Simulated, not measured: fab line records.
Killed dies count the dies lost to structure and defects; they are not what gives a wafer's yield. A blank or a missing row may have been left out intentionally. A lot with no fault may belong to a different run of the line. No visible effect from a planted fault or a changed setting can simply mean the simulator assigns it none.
fab line records	flow sky130
[record] lots = 5	wafers = 23
route steps=708 shown CAPM@544 METAL3@560 VIA3@582 METAL4@600 CAP2M@610
start-h: hours from the record's opening day to when the first of the lot's shown wafers began	wait-h: how many hours have passed since the lot's step before this one	" identical to the entry in the row above	L1.1+2: a row that stands for several wafers	- no value, or no start given	* or withheld: withheld	< > ~ a bound
route shown NAME@n: NAME is a module with steps in the file, n the number in the route of the first one	usual: mean/standard deviation of fault-free wafers	same: alike in all rows	chamber/n: place in a boat	sites: readings site by site	_std_site: the values' standard deviation	_edge_site: the outer-site mean with the inner-site mean subtracted	radius-mm: for every site, how far away it sits from the centre of the wafer	mask NAME#n: copy n	behind: the tool/chamber that last shaped the wafer	hold: cause of the lot's hold/its duration in hours/its outcome	device: names the non-switching transistor (n, p or np)	end of line: the route-end tests of the same wafers	where a step has no rows: the recipe by itself	killed: not the wafer's yield, but the dies lost to structure and defects at the first sort	map: shows each die of a wafer: x if killed, . if not, _ if none is there
set.NAME: the setting as run; set.NAME@STEP: as run at that earlier step	model.NAME: the simulator's own value behind a step, which no gauge read
lots where settings were altered on purpose, with a table for each step and a row for each wafer
[[steps]]
[step SKY_CAPM_COAT_07]
[recipe] resist = NOVOLAK	spin-rpm = 3000	resist-thk-nm = 1140
lot.wafer	tool	chamber	start-h	wait-h	set.spin-rpm	model.NOVOLAK_of_CAPM_COAT_07.thk-nm
L074.1	litho-track-01	0	850.12	0.1	3159	1109
L074.3	"	0	"	"	3000	1141
L074.4	"	0	"	"	3159	1114
L074.5+6	"	0	"	"	3000	-
L075.1	litho-track-02	0	860.52	0.1	3000	1142
L075.3	"	0	"	"	3000	1136
L075.4	"	0	"	"	3000	1137
L075.5+6	"	0	"	"	3000	1139
L078.2	litho-track-01	0	897.89	0.1	3000	-
L078.3	"	0	"	"	3000	1138
L078.4+6	"	0	"	"	2863	1166
L078.5	"	0	"	"	2863	-
L079.1	litho-track-04	0	906.38	0.1	3000	1146
L079.2	"	0	"	"	3000	1144
L079.3	"	0	"	"	3000	1142
L081.2+3	litho-track-02	0	912.64	0.1	3000	-
L081.4+5	"	0	"	"	3000	1142
L081.6	"	0	"	"	3000	1144
[step SKY_CAPM_SOFTBAKE_08]
[recipe] temp-c = 90	time-s = 60	resist = NOVOLAK
[step SKY_CAPM_EXPOSE_09]
[recipe] mask-id = CAPM	na = 0.6	source-shape = conventional	sigma-outer = 0.6	polarization = unpolarized	target-cd-nm = 1000	dose-mj = 159
[step SKY_CAPM_DEVELOP_11]
[recipe] resist = NOVOLAK	developer = TMAH	develop-time-s = 60	dev-temp-c = 23
[step SKY_CAPM_METAL_ETCH_13]
[recipe] target-depth-nm = 220	stop-on = SiO2	chemistry = Cl2/BCl3	target = TiN	pressure-mtorr = 10	icp-w = 900	bias-w = 48.5	Cl2_flow_sccm = 60	bcl3-flow-sccm = 30	time-s = 62.9
[usual] oes-product-au = 0.941/0.0083
lot.wafer	tool	chamber	start-h	wait-h	set.time-s@CAPM_SPUTTER_02	set.spin-rpm@CAPM_COAT_07	oes-product-au	model.NOVOLAK_of_CAPM_COAT_07.thk-nm
L074.1	rie-metal-02	1	863.50	0.0	166.7	3159	0.941	960.5
L074.3	"	1	"	"	166.7	3000	0.931	991.1
L074.4	"	1	"	"	166.7	3159	0.936	964.5
L074.5	"	1	"	"	155.8	3000	0.906	-
L074.6	"	1	"	"	155.8	3000	0.895	-
L075.1	rie-metal-01	1	873.85	0.0	166.7	3000	0.932	993.7
L075.3	"	0	"	"	166.7	3000	0.925	989.8
L075.4	"	1	"	"	166.7	3000	0.933	988.6
L075.5	"	1	"	"	166.7	3000	0.912	990.6
L075.6	"	0	"	"	166.7	3000	0.929	992.2
L078.2	rie-metal-01	1	910.90	0.0	184	3000	0.990	-
L078.3	"	1	"	"	166.7	3000	0.948	988.6
L078.4	"	0	"	"	166.7	2863	0.937	1018
L078.5	"	0	"	"	184	2863	0.996	-
L078.6	"	1	"	"	166.7	2863	0.949	1017
L079.1	rie-metal-01	1	918.60	0.0	166.7	3000	0.943	996.3
L079.2	"	0	"	"	166.7	3000	0.928	997
L079.3	"	1	"	"	166.7	3000	0.945	994.3
L081.2	rie-metal-01	1	924.90	0.0	179.5	3000	0.981	-
L081.3	"	1	"	"	179.5	3000	0.980	-
L081.4	"	0	"	"	166.7	3000	0.941	993.5
L081.5	"	1	"	"	166.7	3000	0.929	992.6
L081.6	"	0	"	"	166.7	3000	0.939	997.4
[step SKY_CAPM_STRIP_14]
[recipe] chemistry = O2/N2	power-w = 1400	pressure-mtorr = 1500	platen-temp-c = withheld	o2-flow-sccm = 3000	n2-flow-sccm = 300	overash-fraction = 0.5
[usual] strip-time-to-endpoint-s = 12.64/0.045
lot.wafer	tool	chamber	start-h	wait-h	set.spin-rpm@CAPM_COAT_07	strip-time-to-endpoint-s
L074.1	plasma-asher-04	1	863.66	0.1	3159	12.28
L074.3	"	1	"	"	3000	12.63
L074.4	"	0	"	"	3159	12.33
L074.5	"	1	"	"	3000	12.61
L074.6	"	0	"	"	3000	12.66
L075.1	plasma-asher-01	0	873.93	0.1	3000	12.65
L075.3	"	0	"	"	3000	12.62
L075.4	"	1	"	"	3000	12.60
L075.5	"	0	"	"	3000	12.64
L075.6	"	1	"	"	3000	12.64
L078.2	plasma-asher-02	1	910.98	0.1	3000	12.57
L078.3	"	1	"	"	3000	12.60
L078.4	"	0	"	"	2863	12.89
L078.5	"	1	"	"	2863	12.90
L078.6	"	0	"	"	2863	12.87
L079.1	plasma-asher-02	1	918.68	0.1	3000	12.69
L079.2	"	0	"	"	3000	12.70
L079.3	"	0	"	"	3000	12.68
L081.2	plasma-asher-04	1	924.98	0.1	3000	12.64
L081.3	"	1	"	"	3000	12.65
L081.4	"	0	"	"	3000	12.66
L081.5	"	1	"	"	3000	12.65
L081.6	"	0	"	"	3000	12.68
[step SKY_METAL3_EXPOSE_10]
[recipe] mask-id = MM3	na = 0.68	source-shape = annular	sigma-inner = 0.4	sigma-outer = 0.8	target-cd-nm = 300	dose-mj = 28
lot.wafer	tool	chamber	start-h	wait-h	mask	set.dose-mj
L074.1+4+5	krf-scanner-02	0	-	-	MM3#0	25.9
L074.3+6	"	0	"	"	MM3#0	28
L075.1+4	krf-scanner-01	0	-	-	MM3#0	28.63
L075.3+5+6	"	0	"	"	MM3#0	28
L078.2+5+6	krf-scanner-02	0	-	-	MM3#0	28
L078.3+4	"	0	"	"	MM3#0	26.85
L079.1+2+3	krf-scanner-02	0	-	-	MM3#0	28
L081.2+3+4+5+6	krf-scanner-01	0	-	-	MM3#0	28
[step SKY_METAL3_PEB_11]
[recipe] peb-temp-c = withheld	peb-time-s = withheld	resist = KrF-thick
[step SKY_METAL3_DEVELOP_12]
[recipe] develop-time-s = 60	resist = KrF-thick	dev-temp-c = 21
[step SKY_METAL3_CD_MEAS_13]
[recipe] target-cd-nm = 300
[usual] cd-nm = 300.2/1.3
lot.wafer	tool	chamber	start-h	wait-h	set.dose-mj@METAL3_EXPOSE_10	cd-nm
L074.1	cd-sem-02	-	890.80	-	25.9	315.4
L074.3	"	-	"	"	28	301.3
L074.4	"	-	"	"	25.9	314.2
L074.5	"	-	"	"	25.9	313.3
L074.6	"	-	"	"	28	300.9
L075.1	cd-sem-01	-	900.18	-	28.63	297.5
L075.3	"	-	"	"	28	302.1
L075.4	"	-	"	"	28.63	297.3
L075.5	"	-	"	"	28	303.0
L075.6	"	-	"	"	28	301.6
L078.2	cd-sem-01	-	936.69	-	28	299.9
L078.3	"	-	"	"	26.85	307.8
L078.4	"	-	"	"	26.85	307.1
L078.5	"	-	"	"	28	300.4
L078.6	"	-	"	"	28	300.2
L079.1	cd-sem-02	-	943.69	-	28	300.4
L079.2	"	-	"	"	28	300.5
L079.3	"	-	"	"	28	301.4
L081.2	cd-sem-02	-	950.19	-	28	300.4
L081.3	"	-	"	"	28	300.3
L081.4	"	-	"	"	28	300.4
L081.5	"	-	"	"	28	299.8
L081.6	"	-	"	"	28	299.6
[step SKY_METAL3_DESCUM_15]
[recipe] chemistry = O2	source-power-w = 150	bias-power-w = 0	pressure-mtorr = 10	temp-c = 40	time-s = 8
lot.wafer	tool	chamber	start-h	wait-h	set.dose-mj@METAL3_EXPOSE_10	model.METAL3.cd-nm
L074.1	rie-metal-04	1	890.95	0.0	25.9	315.3
L074.3	"	1	"	"	28	301.2
L074.4	"	0	"	"	25.9	313.7
L074.5	"	0	"	"	25.9	313.2
L074.6	"	1	"	"	28	300.6
L075.1+4	rie-metal-04	1,0	900.34	0.0	28.63	297.4
L075.3	"	1	"	"	28	302.3
L075.5	"	0	"	"	28	303
L075.6	"	1	"	"	28	301.3
L078.2+5	rie-metal-02	0,1	936.82	0.0	28	299.9
L078.3	"	0	"	"	26.85	307.6
L078.4	"	1	"	"	26.85	306.3
L078.6	"	0	"	"	28	300.2
L079.1	rie-metal-04	0	943.84	0.0	28	299.7
L079.2	"	1	"	"	28	300.1
L079.3	"	1	"	"	28	301
L081.2+3+4	rie-metal-04	1,0,1	950.32	0.0	28	300.2
L081.5	"	1	"	"	28	300.5
L081.6	"	0	"	"	28	299.2
[step SKY_METAL3_ETCH_16]
[recipe] chemistry = N2/H2	target = BARC	ion-energy-ev = 200	bias-w = 100	pressure-mtorr = 30	n2-flow-sccm = 100	h2-flow-sccm = 200	icp-w = 500	stop-on = SiO2	time-s = 88.2	target-depth-a = 600
lot.wafer	tool	chamber	start-h	wait-h	set.dose-mj@METAL3_EXPOSE_10	model.METAL3.cd-nm
L074.1	rie-metal-04	1	890.98	0.0	25.9	315.9
L074.3	"	1	"	"	28	301.5
L074.4	"	0	"	"	25.9	312.2
L074.5	"	0	"	"	25.9	312.7
L074.6	"	1	"	"	28	301.3
L075.1	rie-metal-04	1	900.37	0.0	28.63	297.2
L075.3	"	1	"	"	28	302.7
L075.4	"	0	"	"	28.63	295.1
L075.5	"	0	"	"	28	301.7
L075.6	"	1	"	"	28	301.1
L078.2	rie-metal-02	0	936.85	0.0	28	301.9
L078.3	"	0	"	"	26.85	308.4
L078.4	"	1	"	"	26.85	305
L078.5	"	1	"	"	28	298.5
L078.6	"	0	"	"	28	302.3
L079.1	rie-metal-04	0	943.88	0.0	28	299.5
L079.2	"	1	"	"	28	301.9
L079.3	"	1	"	"	28	301.5
L081.2	rie-metal-04	1	950.35	0.0	28	302.2
L081.3	"	0	"	"	28	300.3
L081.4	"	1	"	"	28	301.9
L081.5	"	1	"	"	28	303.4
L081.6	"	0	"	"	28	299.5
[step SKY_VIA3_EXPOSE_09]
[recipe] mask-id = VIM3	na = 0.8	source-shape = annular	sigma-inner = 0.55	sigma-outer = 0.85	target-cd-nm = 200	dose-mj = 38
lot.wafer	tool	chamber	start-h	wait-h	mask	set.dose-mj
L074.1+6	krf-scanner-01	0	-	-	VIM3#0	38
L074.3+4+5	"	0	"	"	VIM3#0	39.19
L075.1+4+5	krf-scanner-02	0	-	-	VIM3#0	35.52
L075.3+6	"	0	"	"	VIM3#0	38
L078.2+3+4+5+6	krf-scanner-02	0	-	-	VIM3#0	38
L079.1+2+3	krf-scanner-02	0	-	-	VIM3#0	38
L081.2+4+6	krf-scanner-01	0	-	-	VIM3#0	37.08
L081.3+5	"	0	"	"	VIM3#0	38
[step SKY_VIA3_PEB_10]
[recipe] peb-temp-c = withheld	peb-time-s = withheld	resist = KrF-thick
[step SKY_VIA3_DEVELOP_11]
[recipe] develop-time-s = 60	resist = KrF-thick	dev-temp-c = 21
[step SKY_VIA3_CD_MEAS_12]
[recipe] target-cd-nm = 200
[usual] cd-nm = 200.3/1.1
lot.wafer	tool	chamber	start-h	wait-h	set.dose-mj@VIA3_EXPOSE_09	cd-nm
L074.1	cd-sem-01	-	917.57	-	38	198.8
L074.3	"	-	"	"	39.19	206.0
L074.4	"	-	"	"	39.19	207.1
L074.5	"	-	"	"	39.19	206.8
L074.6	"	-	"	"	38	199.0
L075.1	cd-sem-02	-	927.32	-	35.52	185.7
L075.3	"	-	"	"	38	197.9
L075.4	"	-	"	"	35.52	187.1
L075.5	"	-	"	"	35.52	187.8
L075.6	"	-	"	"	38	197.7
L078.2	cd-sem-01	-	963.09	-	38	201.2
L078.3	"	-	"	"	38	201.0
L078.4	"	-	"	"	38	201.6
L078.5	"	-	"	"	38	201.2
L078.6	"	-	"	"	38	200.9
L079.1	cd-sem-02	-	970.15	-	38	203.0
L079.2	"	-	"	"	38	200.6
L079.3	"	-	"	"	38	202.0
L081.2	cd-sem-01	-	976.79	-	37.08	192.7
L081.3	"	-	"	"	38	199.3
L081.4	"	-	"	"	37.08	195.0
L081.5	"	-	"	"	38	199.3
L081.6	"	-	"	"	37.08	194.6
[step SKY_VIA3_ETCH_14]
[recipe] chemistry = N2/H2	target = BARC	ion-energy-ev = 200	source-w = 500	bias-w = 100	pressure-mtorr = 30	n2-flow-sccm = 100	h2-flow-sccm = 200	stop-on = SiO2	time-s = 45.9	target-depth-a = 600
lot.wafer	tool	chamber	start-h	wait-h	set.dose-mj@VIA3_EXPOSE_09	model.VIA3.cd-nm
L074.1	rie-diel-01	2	917.72	0.0	38	199
L074.3	"	0	"	"	39.19	205.6
L074.4	"	1	"	"	39.19	206.2
L074.5	"	1	"	"	39.19	205.9
L074.6	"	2	"	"	38	199.3
L075.1	rie-diel-02	1	927.47	0.0	35.52	185.9
L075.3	"	0	"	"	38	197.6
L075.4	"	1	"	"	35.52	187.5
L075.5	"	0	"	"	35.52	187.2
L075.6	"	3	"	"	38	196.4
L078.2	rie-diel-01	2	963.22	0.0	38	200.8
L078.3	"	1	"	"	38	200.5
L078.4	"	1	"	"	38	201.2
L078.5+6	"	2,0	"	"	38	201.1
L079.1	rie-diel-02	1	970.31	0.0	38	203
L079.2	"	3	"	"	38	200
L079.3	"	0	"	"	38	201.3
L081.2	rie-diel-02	3	976.92	0.0	37.08	192.3
L081.3	"	0	"	"	38	199.2
L081.4	"	2	"	"	37.08	195.3
L081.5	"	0	"	"	38	198.7
L081.6	"	3	"	"	37.08	194
[step SKY_VIA3_ETCH_15]
[recipe] target = SiO2	chemistry = C4F8/O2/Ar	target-depth-nm = 507	stop-on = TiN	mask-material = KrF-thick	source-w = 1500	bias-w = 1200	pressure-mtorr = 40	c4f8-flow-sccm = withheld	O2_flow_sccm = 6	Ar_flow_sccm = 300	time-s = 78
lot.wafer	tool	chamber	start-h	wait-h	set.dose-mj@VIA3_EXPOSE_09	model.VIA3.cd-nm
L074.1	rie-diel-01	2	917.76	0.0	38	197.3
L074.3	"	0	"	"	39.19	202.3
L074.4	"	1	"	"	39.19	208
L074.5	"	1	"	"	39.19	208.7
L074.6	"	2	"	"	38	199.3
L075.1	rie-diel-02	1	927.51	0.0	35.52	185.1
L075.3	"	0	"	"	38	202.5
L075.4	"	1	"	"	35.52	184.8
L075.5	"	0	"	"	35.52	191.5
L075.6	"	3	"	"	38	202.3
L078.2	rie-diel-01	2	963.27	0.0	38	201.2
L078.3	"	1	"	"	38	203.1
L078.4	"	1	"	"	38	202.9
L078.5	"	2	"	"	38	199.5
L078.6	"	0	"	"	38	198.8
L079.1	rie-diel-02	1	970.35	0.0	38	202
L079.2	"	3	"	"	38	205.4
L079.3	"	0	"	"	38	203.9
L081.2	rie-diel-02	3	976.96	0.0	37.08	196.9
L081.3	"	0	"	"	38	200.4
L081.4	"	2	"	"	37.08	194.6
L081.5	"	0	"	"	38	202.9
L081.6	"	3	"	"	37.08	197.1
[step SKY_VIA3_SPUTTER_20]
[recipe] material = TiN	target-thk-nm = 20	chamber-pressure-pa = 5	power-w = 4000	time-s = 80
lot.wafer	tool	chamber	start-h	wait-h	set.chamber-pressure-pa	model.TiN_of_VIA3_SPUTTER_20.thk-nm
L074.1	pvd-sputter-04	-	918.76	0.0	4.679	21.07
L074.3	"	-	"	"	4.679	20.96
L074.4	"	-	"	"	4.679	20.99
L074.5	"	-	"	"	4.679	21.06
L074.6	"	-	"	"	4.679	20.97
L075.1	pvd-sputter-04	-	928.64	0.0	5	19.53
L075.3	"	-	"	"	5	19.87
L075.4	"	-	"	"	5	19.93
L075.5	"	-	"	"	5	19.83
L075.6	"	-	"	"	5	20.07
L078.2	pvd-sputter-01	-	964.27	0.0	4.666	21.25
L078.3	"	-	"	"	4.666	21.31
L078.4	"	-	"	"	4.666	21.26
L078.5	"	-	"	"	4.666	21.33
L078.6	"	-	"	"	4.666	21.19
L079.1	pvd-sputter-01	-	971.48	0.0	5	19.99
L079.2	"	-	"	"	5	19.68
L079.3	"	-	"	"	5	19.65
L081.2	pvd-sputter-03	-	977.62	0.0	5.399	18.67
L081.3	"	-	"	"	5.399	18.7
L081.4	"	-	"	"	5.399	18.49
L081.5	"	-	"	"	5.399	18.39
L081.6	"	-	"	"	5.399	18.8
[step SKY_METAL4_SPUTTER_02]
[recipe] material = AlCu	target-thk-nm = 735	power-w = 10600	time-s = 39.1	chamber-pressure-pa = 0.4
lot.wafer	tool	chamber	start-h	wait-h	set.power-w	model.AlCu_of_METAL4_SPUTTER_02.thk-nm
L074.1	pvd-sputter-03	-	919.59	0.0	10600	722.1
L074.3	"	-	"	"	10600	728.5
L074.4	"	-	"	"	10600	721.3
L074.5	"	-	"	"	10600	736.4
L074.6	"	-	"	"	10600	728.8
L075.1	pvd-sputter-02	-	929.35	0.0	10600	734.2
L075.3	"	-	"	"	11130	767.9
L075.4	"	-	"	"	10600	733.8
L075.5	"	-	"	"	11130	770.7
L075.6	"	-	"	"	10600	722
L078.2	pvd-sputter-03	-	964.98	0.0	11120	763.8
L078.3	"	-	"	"	10600	723.6
L078.4	"	-	"	"	11120	771.6
L078.5	"	-	"	"	11120	760.5
L078.6	"	-	"	"	10600	732.4
L079.1	pvd-sputter-03	-	972.19	0.0	10600	741.3
L079.2	"	-	"	"	10600	724
L079.3	"	-	"	"	10600	730.5
L081.2	pvd-sputter-03	-	978.33	0.0	10600	726.4
L081.3	"	-	"	"	9650	656.3
L081.4	"	-	"	"	10600	717.3
L081.5	"	-	"	"	9650	662.7
L081.6	"	-	"	"	9650	663.3
[step SKY_CAP2M_COAT_07]
[recipe] resist = NOVOLAK	spin-rpm = 3000	resist-thk-nm = 1140
lot.wafer	tool	chamber	start-h	wait-h	set.resist-thk-nm	model.NOVOLAK_of_CAP2M_COAT_07.thk-nm
L074.1+5	litho-track-03	0	932.05	0.1	1140	1133
L074.3	"	0	"	"	1140	1134
L074.4	"	0	"	"	1184	1178
L074.6	"	0	"	"	1184	1175
L075.1	litho-track-04	0	941.83	0.1	1140	1139
L075.3	"	0	"	"	1140	1140
L075.4	"	0	"	"	1140	1143
L075.5+6	"	0	"	"	1140	1141
L078.2+3	litho-track-01	0	977.09	0.1	1087	1086
L078.4	"	0	"	"	1140	1138
L078.5	"	0	"	"	1140	1139
L078.6	"	0	"	"	1087	1081
L079.1+2+3	litho-track-04	0	983.78	0.1	1140	1140
L081.2+3	litho-track-01	0	989.64	0.1	1140	1138
L081.4	"	0	"	"	1140	1139
L081.5+6	"	0	"	"	1165	1165
[step SKY_CAP2M_METAL_ETCH_13]
[recipe] target-depth-nm = 220	stop-on = SiO2	chemistry = Cl2/BCl3	target = TiN	pressure-mtorr = 10	icp-w = 900	bias-w = 48.5	Cl2_flow_sccm = 60	bcl3-flow-sccm = 30	time-s = 62.9
lot.wafer	tool	chamber	start-h	wait-h	set.icp-w	set.resist-thk-nm@CAP2M_COAT_07	model.NOVOLAK_of_CAP2M_COAT_07.thk-nm
L074.1	rie-metal-01	1	944.53	0.0	900	1140	983.4
L074.3	"	1	"	"	900	1140	985.1
L074.4	"	0	"	"	999.9	1184	1017
L074.5	"	0	"	"	999.9	1140	972.1
L074.6	"	1	"	"	999.9	1184	1013
L075.1	rie-metal-03	0	954.88	0.0	844.7	1140	999.2
L075.3	"	1	"	"	844.7	1140	999.4
L075.4	"	0	"	"	900	1140	995.6
L075.5	"	1	"	"	900	1140	992.9
L075.6	"	0	"	"	900	1140	992.8
L078.2	rie-metal-03	1	988.67	0.0	900	1087	939
L078.3	"	0	"	"	900	1087	936.2
L078.4	"	1	"	"	900	1140	991.4
L078.5	"	0	"	"	900	1140	989.2
L078.6	"	1	"	"	900	1087	935.1
L079.1	rie-metal-03	0	995.78	0.0	900	1140	992.8
L079.2	"	1	"	"	900	1140	994.9
L079.3	"	0	"	"	900	1140	991.7
L081.2	rie-metal-03	0	1001.85	0.0	900	1140	990
L081.3	"	1	"	"	814.9	1140	1005
L081.4	"	0	"	"	814.9	1140	1003
L081.5	"	0	"	"	814.9	1165	1030
L081.6	"	1	"	"	900	1165	1020
[step SKY_CAP2M_STRIP_14]
[recipe] chemistry = O2/N2	power-w = 1400	pressure-mtorr = 1500	platen-temp-c = withheld	o2-flow-sccm = 3000	n2-flow-sccm = 300	overash-fraction = 0.5
[usual] strip-time-to-endpoint-s = 12.64/0.043
lot.wafer	tool	chamber	start-h	wait-h	set.resist-thk-nm@CAP2M_COAT_07	strip-time-to-endpoint-s
L074.1	plasma-asher-04	1	944.61	0.1	1140	12.54
L074.3	"	0	"	"	1140	12.55
L074.4	"	1	"	"	1184	12.87
L074.5	"	0	"	"	1140	12.41
L074.6	"	1	"	"	1184	12.81
L075.1	plasma-asher-01	1	954.96	0.1	1140	12.72
L075.3	"	1	"	"	1140	12.74
L075.4	"	0	"	"	1140	12.69
L075.5	"	0	"	"	1140	12.64
L075.6	"	1	"	"	1140	12.64
L078.2	plasma-asher-01	1	988.75	0.1	1087	12.03
L078.3	"	0	"	"	1087	12.00
L078.4	"	1	"	"	1140	12.62
L078.5	"	1	"	"	1140	12.60
L078.6	"	0	"	"	1087	11.97
L079.1	plasma-asher-01	0	995.86	0.1	1140	12.64
L079.2	"	1	"	"	1140	12.67
L079.3	"	0	"	"	1140	12.64
L081.2	plasma-asher-03	0	1001.93	0.1	1140	12.63
L081.3	"	1	"	"	1140	12.78
L081.4	"	0	"	"	1140	12.76
L081.5	"	0	"	"	1165	13.01
L081.6	"	1	"	"	1165	12.91
[step SKY_METAL4_METAL_ETCH_18]
[recipe] target-depth-a = 8450	stop-on = SiO2	over-etch-frac = 0.3	time-s = 183.1	chemistry = Cl2/BCl3	resist-sidewall-deg = 88	pressure-mtorr = 10	icp-w = 900	bias-w = 48.5	Cl2_flow_sccm = 60	bcl3-flow-sccm = 30
[usual] oes-product-au = 0.867/0.0057
lot.wafer	tool	chamber	start-h	wait-h	set.pressure-mtorr	set.power-w@METAL4_SPUTTER_02	oes-product-au
L074.1	rie-metal-04	1	970.02	0.0	8.97	10600	0.859
L074.3	"	1	"	"	8.97	10600	0.867
L074.4	"	1	"	"	8.97	10600	0.863
L074.5	"	1	"	"	8.97	10600	0.871
L074.6	"	1	"	"	8.97	10600	0.866
L075.1	rie-metal-04	1	979.52	0.0	10.99	10600	0.870
L075.3	"	1	"	"	10.99	11130	0.892
L075.4	"	1	"	"	10.99	10600	0.864
L075.5	"	1	"	"	10.99	11130	0.892
L075.6	"	1	"	"	10.99	10600	0.863
L078.2	rie-metal-03	0	1013.94	0.0	10.6	11120	0.880
L078.3	"	0	"	"	10.6	10600	0.863
L078.4	"	1	"	"	10.6	11120	0.891
L078.5	"	0	"	"	10.6	11120	0.880
L078.6	"	1	"	"	10.6	10600	0.858
L079.1	rie-metal-03	1	1019.97	0.0	10	10600	0.867
L079.2	"	0	"	"	10	10600	0.860
L079.3	"	1	"	"	10	10600	0.855
L081.2	rie-metal-03	1	1026.29	0.0	9.413	10600	0.857
L081.3	"	0	"	"	9.413	9650	0.828
L081.4	"	1	"	"	9.413	10600	0.859
L081.5	"	0	"	"	9.413	9650	0.828
L081.6	"	1	"	"	9.413	9650	0.823
[[key]]
[split] step = SKY_CAPM_COAT_07	setting = spin-rpm	stated = 3000	by = wafer
[response] step = SKY_CAPM_COAT_07	reading = model.NOVOLAK_of_CAPM_COAT_07.thk-nm	change = -5.86	per = 1%	r = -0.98
[response] step = SKY_CAPM_METAL_ETCH_13	reading = model.NOVOLAK_of_CAPM_COAT_07.thk-nm	change = -5.81	per = 1%	r = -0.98
[response] step = SKY_CAPM_STRIP_14	reading = strip-time-to-endpoint-s	change = *	per = 1%	r = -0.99
[split] step = SKY_METAL3_EXPOSE_10	setting = dose-mj	stated = 28	by = wafer
[response] step = SKY_METAL3_CD_MEAS_13	reading = cd-nm	change = -1.79	per = 1%	r = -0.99
[response] step = SKY_METAL3_DESCUM_15	reading = model.METAL3.cd-nm	change = -1.77	per = 1%	r = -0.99
[response] step = SKY_METAL3_ETCH_16	reading = model.METAL3.cd-nm	change = -1.64	per = 1%	r = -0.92
[split] step = SKY_VIA3_EXPOSE_09	setting = dose-mj	stated = 38	by = wafer
[response] step = SKY_VIA3_CD_MEAS_12	reading = cd-nm	change = +1.85	per = 1%	r = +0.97
[response] step = SKY_VIA3_ETCH_14	reading = model.VIA3.cd-nm	change = +1.71	per = 1%	r = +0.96
[response] step = SKY_VIA3_ETCH_15	reading = model.VIA3.cd-nm	change = +2.37	per = 1%	r = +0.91
[split] step = SKY_VIA3_SPUTTER_20	setting = chamber-pressure-pa	stated = 5	by = lot
[response] step = SKY_VIA3_SPUTTER_20	reading = model.TiN_of_VIA3_SPUTTER_20.thk-nm	change = -0.177	per = 1%	r = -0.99
[split] step = SKY_METAL4_SPUTTER_02	setting = power-w	stated = 10600	by = wafer
[response] step = SKY_METAL4_SPUTTER_02	reading = model.AlCu_of_METAL4_SPUTTER_02.thk-nm	change = +7.16	per = 1%	r = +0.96
[response] step = SKY_METAL4_METAL_ETCH_18	reading = oes-product-au	change = +0.0041	per = 1%	r = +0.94
[split] step = SKY_CAP2M_COAT_07	setting = resist-thk-nm	stated = 1140	by = wafer
[response] step = SKY_CAP2M_COAT_07	reading = model.NOVOLAK_of_CAP2M_COAT_07.thk-nm	change = +11.5	per = 1%	r = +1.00
[response] step = SKY_CAP2M_METAL_ETCH_13	reading = model.NOVOLAK_of_CAP2M_COAT_07.thk-nm	change = +10.6	per = 1%	r = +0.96
[response] step = SKY_CAP2M_STRIP_14	reading = strip-time-to-endpoint-s	change = *	per = 1%	r = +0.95
[split] step = SKY_CAP2M_METAL_ETCH_13	setting = icp-w	stated = 900	by = wafer
response none clear
[split] step = SKY_METAL4_METAL_ETCH_18	setting = pressure-mtorr	stated = 10	by = lot
response none clear
split outside-this-file step=SKY_CAPM_SPUTTER_02 setting=time-s
// split outside-this-file: this setting was split too, and the file shows its column; the key of that split is in another file
